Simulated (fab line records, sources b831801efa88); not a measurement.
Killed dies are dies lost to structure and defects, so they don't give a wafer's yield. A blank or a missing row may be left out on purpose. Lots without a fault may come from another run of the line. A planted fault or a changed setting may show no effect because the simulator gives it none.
fab line records | flow sky130
record lots=7 wafers=21 last_day=50
route steps=708 shown LDD_N@238 PAD_OPEN@708
lots that met no fault: from a run of the same line without faults
start_h: hours from the record's first day to the start of the lot's first wafer shown | wait_h: hours since the lot's step before | " the same as in the row above | L1.1+2: a row that stands for several wafers | - no value, or no start given | * or withheld: withheld | < > ~ a bound
route shown NAME@n: a module of which the file shows steps, and the number in the route of the first | usual: mean/standard deviation of fault-free wafers | same: alike in all rows | chamber/n: place in a boat | sites: the reading at each site | _std_site: their standard deviation | _edge_site: outer sites' mean less inner sites' | radius_mm: how far each site lies from the wafer's centre | mask NAME#n: copy n | behind: the tool/chamber that last shaped the wafer | hold: why the lot was held/for how many hours/how that ended | device: the transistor (n, p or np) that didn't switch | end of line: the same wafers' tests at the end of the route | a step without rows: its recipe alone | killed: dies lost to structure and defects at the first sort, not the wafer's yield | map: a wafer's dies, x killed, . not, _ none there
set.NAME: the setting as run; set.NAME@STEP: as run at that earlier step | model.NAME: the simulator's own value behind a step, which no gauge read
lots at some steps of the route; a table a step, a row a wafer
services: from which hour (start_h, from the record's first day; less than 0 if before it) a tool's chamber was out of use, for how many hours, and why
## steps
# step SKY_LDD_N_HMDS_01
# recipe prime_time_s=60 prime_temp_c=120
# step SKY_LDD_N_COAT_02
# recipe resist=NOVOLAK spin_rpm=3000 resist_thk_nm=300
# step SKY_LDD_N_SOFTBAKE_03
# recipe temp_c=90 time_s=60 resist=NOVOLAK
# step SKY_LDD_N_EXPOSE_04
# recipe mask_id=NTM target_cd_nm=840 na=0.6 source_shape=conventional sigma_outer=0.6 dose_mj=110
# step SKY_LDD_N_PEB_05
# recipe temp_c=withheld time_s=* resist=NOVOLAK
# step SKY_LDD_N_DEVELOP_06
# recipe develop_time_s=60 dev_temp_c=23
# step SKY_LDD_N_OVL_MEAS_07
# usual LDD_N_OVL=-0.1/1.3
# columns lot.wafer tool chamber start_h wait_h LDD_N_OVL[nm]
L715.1 overlay-02 - 415.59 0.1 -1.2
L715.4 " - " " -1.5
L715.5 " - " " -0.4
L723.2 overlay-02 - 497.09 0.1 -0.5
L723.4 " - " " -1.1
L723.6 " - " " -1.2
L724.4 overlay-02 - 499.26 0.1 0.5
L724.5 " - " " 1.8
L724.6 " - " " 1.9
L726.1 overlay-01 - 520.84 0.1 0.1
L726.2 " - " " -1.0
L726.5 " - " " 0.1
L732.1 overlay-01 - 570.24 0.1 -0.1
L732.5 " - " " -0.6
L732.6 " - " " 0.7
L734.2 overlay-01 - 582.65 0.1 0.7
L734.3 " - " " -0.9
L734.5 " - " " 0.1
L735.1 overlay-01 - 590.49 0.1 0.8
L735.2 " - " " 0.7
L735.6 " - " " 1.2
# step SKY_LDD_N_IMPLANT_08
# recipe species=As energy_kev=20 dose_cm2=7.5e+13 tilt_deg=withheld rotation_deg=23
# step SKY_LDD_N_IMPLANT_09
# recipe species=As energy_kev=20 dose_cm2=7.5e+13 tilt_deg=withheld rotation_deg=113
# step SKY_LDD_N_IMPLANT_10
# recipe species=As energy_kev=20 dose_cm2=7.5e+13 tilt_deg=withheld rotation_deg=203
# step SKY_LDD_N_IMPLANT_11
# recipe species=As energy_kev=20 dose_cm2=7.5e+13 tilt_deg=withheld rotation_deg=293
# step SKY_LDD_N_IMPLANT_12
# recipe species=BF2 energy_kev=50 dose_cm2=5e+12 tilt_deg=30 rotation_deg=0
# step SKY_LDD_N_IMPLANT_13
# recipe species=BF2 energy_kev=50 dose_cm2=5e+12 tilt_deg=30 rotation_deg=90
# usual rotation_deg=90.002/0.024
# columns lot.wafer tool chamber start_h wait_h rotation_deg
L715.1 implanter-01 0 416.38 0.1 89.980
L715.4 " 0 " " 89.967
L715.5 " 0 " " 89.991
L723.2 implanter-01 0 497.90 0.1 219.91
L723.4 " 0 " " 219.88
L723.6 " 0 " " 219.89
L724.4 implanter-01 0 500.10 0.1 219.89
L724.5 " 0 " " 219.92
L724.6 " 0 " " 219.90
L726.1 implanter-01 0 521.62 0.1 219.90
L726.2 " 0 " " 219.87
L726.5 " 0 " " 219.87
L732.1 implanter-02 0 571.03 0.1 89.961
L732.5 " 0 " " 89.955
L732.6 " 0 " " 89.996
L734.2 implanter-01 0 583.46 0.1 89.995
L734.3 " 0 " " 89.965
L734.5 " 0 " " 90.024
L735.1 implanter-02 0 591.27 0.1 89.980
L735.2 " 0 " " 89.977
L735.6 " 0 " " 89.993
# step SKY_LDD_N_IMPLANT_14
# recipe species=BF2 energy_kev=50 dose_cm2=5e+12 tilt_deg=30 rotation_deg=180
# step SKY_PAD_OPEN_PROBE_99
# usual killed_at_M0_to_M3=43/7.3 killed_at_M4_up=3.1/1.8 killed_at_contacts=24/5.4 killed_at_front_end=15/4.1 killed_at_other=0.2/0.52 killed_dies=86/10 killed_open=47/7.3 killed_short=39/6.4
# same gross_dies=492 killed_at_back_side=0
# columns lot.wafer tool chamber start_h wait_h killed_at_M0_to_M3 killed_at_M4_up killed_at_contacts killed_at_front_end killed_at_other killed_dies killed_open killed_short model.etest.nfet_01v8_turned.vt_sat_v model.etest.nfet_01v8_swapped.vt_sat_v model.etest.nfet_01v8_lvt.vt_sat_v
L715.1 prober-01 - 1082.82 0.1 40 3 31 7 0 81 47 34 0.6583 0.6625 0.5442
L715.4 prober-01 - 1082.97 0.2 44 4 24 11 0 83 50 33 0.6543 0.6582 0.5397
L715.5 prober-01 - 1083.02 0.2 48 1 28 20 0 97 52 45 0.6503 0.647 0.5324
L723.2 prober-01 - 1137.35 0.1 55 4 23 17 0 99 58 41 0.6772 0.6716 0.5059
L723.4 prober-01 - 1137.45 0.2 39 8 24 15 0 86 45 41 0.6785 0.6734 0.5076
L723.6 prober-01 - 1137.55 0.2 37 3 24 15 0 79 44 35 0.6829 0.6775 0.5162
L724.4 prober-02 - 1142.25 0.2 43 3 27 10 0 83 49 34 0.6781 0.662 0.5048
L724.5 prober-02 - 1142.30 0.2 38 3 23 14 0 78 40 38 0.679 0.672 0.5133
L724.6 prober-02 - 1142.35 0.2 35 2 38 15 0 90 43 47 0.6778 0.6678 0.5098
L726.1 prober-02 - 1151.97 0.1 41 3 24 15 0 83 50 33 0.6858 0.6748 0.5106
L726.2 prober-02 - 1152.02 0.1 30 2 20 18 0 70 30 40 0.681 0.6737 0.509
L726.5 prober-02 - 1152.17 0.2 51 5 15 12 0 83 34 49 0.6916 0.6776 0.5147
L732.1 prober-02 - 1184.02 0.1 30 3 22 13 0 68 39 29 0.6486 0.6472 0.5378
L732.5 prober-02 - 1184.22 0.2 46 7 28 13 1 95 55 40 0.6486 0.6489 0.5355
L732.6 prober-02 - 1184.27 0.2 52 6 22 14 0 94 46 48 0.6438 0.6433 0.533
L734.2 prober-02 - 1190.68 0.1 34 7 24 21 0 86 53 33 0.6537 0.6581 0.5381
L734.3 prober-02 - 1190.73 0.2 51 7 27 14 0 99 51 48 0.6595 0.66 0.5427
L734.5 prober-02 - 1190.83 0.2 39 7 32 21 0 99 46 53 0.6418 0.6478 0.5321
L735.1 prober-01 - 1192.59 0.1 36 1 27 18 0 82 45 37 0.6523 0.6517 0.54
L735.2 prober-01 - 1192.64 0.1 46 3 27 16 1 93 52 41 0.6539 0.6549 0.5416
L735.6 prober-01 - 1192.84 0.2 41 2 28 17 0 88 45 42 0.6564 0.6482 0.5405
# killed by level:class
L715.1 VIA1:geometric_particle:open=12 LI_CONTACT:geometric_particle:open=9 CONTACT:geometric_particle:short=8 CONTACT:geometric_particle:open=8 METAL1:geometric_particle:short=7 VIA2:geometric_particle:open=6 VIA3:geometric_particle:open=5 METAL2:geometric_particle:short=4
L715.4 VIA1:geometric_particle:open=10 VIA3:geometric_particle:open=9 LI_CONTACT:geometric_particle:open=8 CONTACT:geometric_particle:open=7 VIA2:geometric_particle:open=7 CONTACT:geometric_particle:short=6 METAL1:geometric_particle:short=5 METAL2:geometric_particle:short=5
L715.5 CONTACT:geometric_particle:open=12 LI_CONTACT:geometric_particle:open=10 METAL1:geometric_particle:short=8 METAL2:geometric_particle:short=7 VIA2:geometric_particle:open=7 VIA1:geometric_particle:open=7 FIELD_ISO:geometric_particle:open=4 SPACER:geometric_particle:short=4
L723.2 VIA1:geometric_particle:open=11 CONTACT:geometric_particle:open=8 VIA3:geometric_particle:open=8 METAL2:geometric_particle:short=7 VIA2:geometric_particle:open=7 POLY_GATE:geometric_particle:open=6 LI_CONTACT:geometric_particle:open=6 FIELD_ISO:geometric_particle:open=4
L723.4 VIA1:geometric_particle:open=11 CONTACT:geometric_particle:open=9 METAL4:geometric_particle:short=7 CONTACT:geometric_particle:short=7 FIELD_ISO:geometric_particle:open=6 LI_CONTACT:geometric_particle:open=6 METAL2:geometric_particle:short=6 VIA1:geometric_particle:short=5
L723.6 VIA1:geometric_particle:open=10 CONTACT:geometric_particle:open=7 LI_CONTACT:geometric_particle:open=6 METAL1:geometric_particle:short=5 VIA3:geometric_particle:open=5 FIELD_ISO:geometric_particle:open=4 CONTACT:geometric_particle:short=4 VIA1:geometric_particle:short=4
L724.4 VIA3:geometric_particle:open=10 CONTACT:geometric_particle:open=9 VIA2:geometric_particle:open=8 LI_CONTACT:geometric_particle:open=7 CONTACT:geometric_particle:short=6 VIA1:geometric_particle:open=5 METAL2:geometric_particle:short=5 VIA2:geometric_particle:short=5
L724.5 LI_CONTACT:geometric_particle:open=9 VIA1:geometric_particle:open=8 CONTACT:geometric_particle:open=6 VIA2:geometric_particle:open=6 FIELD_ISO:geometric_particle:short=5 METAL1:geometric_particle:short=5 VIA1:geometric_particle:short=5 LOCAL_INTERCONNECT:geometric_particle:short=4
L724.6 CONTACT:geometric_particle:open=13 METAL1:geometric_particle:short=9 CONTACT:geometric_particle:short=7 FIELD_ISO:geometric_particle:short=6 LOCAL_INTERCONNECT:geometric_particle:short=6 VIA2:geometric_particle:open=6 LI_CONTACT:geometric_particle:open=5 VIA1:geometric_particle:open=5
L726.1 VIA3:geometric_particle:open=12 CONTACT:geometric_particle:open=9 VIA2:geometric_particle:open=8 LI_CONTACT:geometric_particle:open=7 FIELD_ISO:geometric_particle:open=6 VIA1:geometric_particle:short=5 METAL2:geometric_particle:short=4 LI_CONTACT:geometric_particle:short=3
L726.2 CONTACT:geometric_particle:short=7 FIELD_ISO:geometric_particle:short=6 VIA1:geometric_particle:open=6 LOCAL_INTERCONNECT:geometric_particle:short=6 VIA3:geometric_particle:open=5 POLY_GATE:geometric_particle:open=4 CONTACT:geometric_particle:open=4 VIA1:geometric_particle:short=4
L726.5 VIA2:geometric_particle:open=7 VIA3:geometric_particle:open=7 VIA3:geometric_particle:short=7 CONTACT:geometric_particle:open=6 METAL1:geometric_particle:short=6 VIA1:geometric_particle:short=6 METAL4:geometric_particle:short=5 METAL2:geometric_particle:short=5
L732.1 CONTACT:geometric_particle:open=11 VIA1:geometric_particle:open=7 FIELD_ISO:geometric_particle:open=5 CONTACT:geometric_particle:short=5 METAL2:geometric_particle:short=5 METAL1:geometric_particle:short=5 VIA3:geometric_particle:open=5 POLY_GATE:geometric_particle:open=3
L732.5 LI_CONTACT:geometric_particle:open=14 METAL1:geometric_particle:short=10 CONTACT:geometric_particle:open=9 VIA1:geometric_particle:open=9 VIA2:geometric_particle:open=9 VIA1:geometric_particle:short=7 FIELD_ISO:geometric_particle:open=6 METAL4:geometric_particle:short=5
L732.6 VIA3:geometric_particle:open=10 CONTACT:geometric_particle:open=8 VIA1:geometric_particle:open=8 METAL1:geometric_particle:short=6 METAL3:geometric_particle:short=6 LI_CONTACT:geometric_particle:open=5 METAL2:geometric_particle:short=5 VIA2:geometric_particle:short=5
L734.2 VIA1:geometric_particle:open=12 LI_CONTACT:geometric_particle:open=11 VIA3:geometric_particle:open=7 FIELD_ISO:geometric_particle:open=6 CONTACT:geometric_particle:open=6 METAL1:geometric_particle:short=6 FIELD_ISO:geometric_particle:short=3 METAL4:geometric_particle:short=3
L734.3 VIA1:geometric_particle:open=16 CONTACT:geometric_particle:open=10 METAL1:geometric_particle:short=8 POLY_GATE:geometric_particle:short=6 LI_CONTACT:geometric_particle:open=6 VIA3:geometric_particle:open=6 VIA1:geometric_particle:short=6 POLY_GATE:geometric_particle:open=5
L734.5 CONTACT:geometric_particle:open=13 CONTACT:geometric_particle:short=8 VIA1:geometric_particle:open=7 METAL4:geometric_particle:short=6 LOCAL_INTERCONNECT:geometric_particle:short=6 VIA3:geometric_particle:open=6 METAL2:geometric_particle:short=5 VIA1:geometric_particle:short=5
L735.1 LI_CONTACT:geometric_particle:open=9 CONTACT:geometric_particle:open=7 VIA2:geometric_particle:open=7 POLY_GATE:geometric_particle:short=6 POLY_GATE:geometric_particle:open=5 CONTACT:geometric_particle:short=5 VIA1:geometric_particle:open=5 METAL2:geometric_particle:short=5
L735.2 CONTACT:geometric_particle:open=14 VIA1:geometric_particle:open=12 METAL2:geometric_particle:short=6 FIELD_ISO:geometric_particle:open=5 POLY_GATE:geometric_particle:short=5 VIA2:geometric_particle:short=5 CONTACT:geometric_particle:short=4 METAL1:geometric_particle:short=4
L735.6 VIA2:geometric_particle:open=9 LOCAL_INTERCONNECT:geometric_particle:short=8 CONTACT:geometric_particle:open=7 VIA1:geometric_particle:open=6 FIELD_ISO:geometric_particle:short=5 POLY_GATE:geometric_particle:open=5 LI_CONTACT:geometric_particle:open=5 CONTACT:geometric_particle:short=5
## services
# columns tool chamber start_h hours kind
implanter-02 - 394.73 6.7 pm
implanter-01 - 456.49 6.4 repair
implanter-02 - 510.49 1.0 repair
implanter-01 - 522.30 2.5 repair
implanter-02 - 539.66 1.3 repair
## key
first_sign step=SKY_LDD_N_IMPLANT_13 reading=rotation_deg direction=up sigmas=99+ usual=90.002 struck=219.89
effect none on later readings
model_effect step=SKY_PAD_OPEN_PROBE_99 value=etest.nfet_01v8_turned.vt_sat_v without=0.6399 struck=0.6813
met_at SKY_LDD_N_IMPLANT_13
struck_wafers L723.2,L723.4,L723.6,L724.4,L724.5,L724.6,L726.1,L726.2,L726.5
tester_left_out L723,L724,L726
onset_between 416.38 497.90
fault kind=process_parameter_drift tool=implanter-01 chamber=- onset_h=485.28 steps=SKY_LDD_N_IMPLANT_13 channel=rotation_deg offset=129.88 shape=step end_h=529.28 acts_in=these_recipes_only stated=90
# tester_left_out: of these lots the tester's yield and bins aren't shown, on N5 and GAA mostly nor the transistor test; their killed dies are dies lost to structure and defects alone, not to doping, threshold or leakage, so they don't give the yield
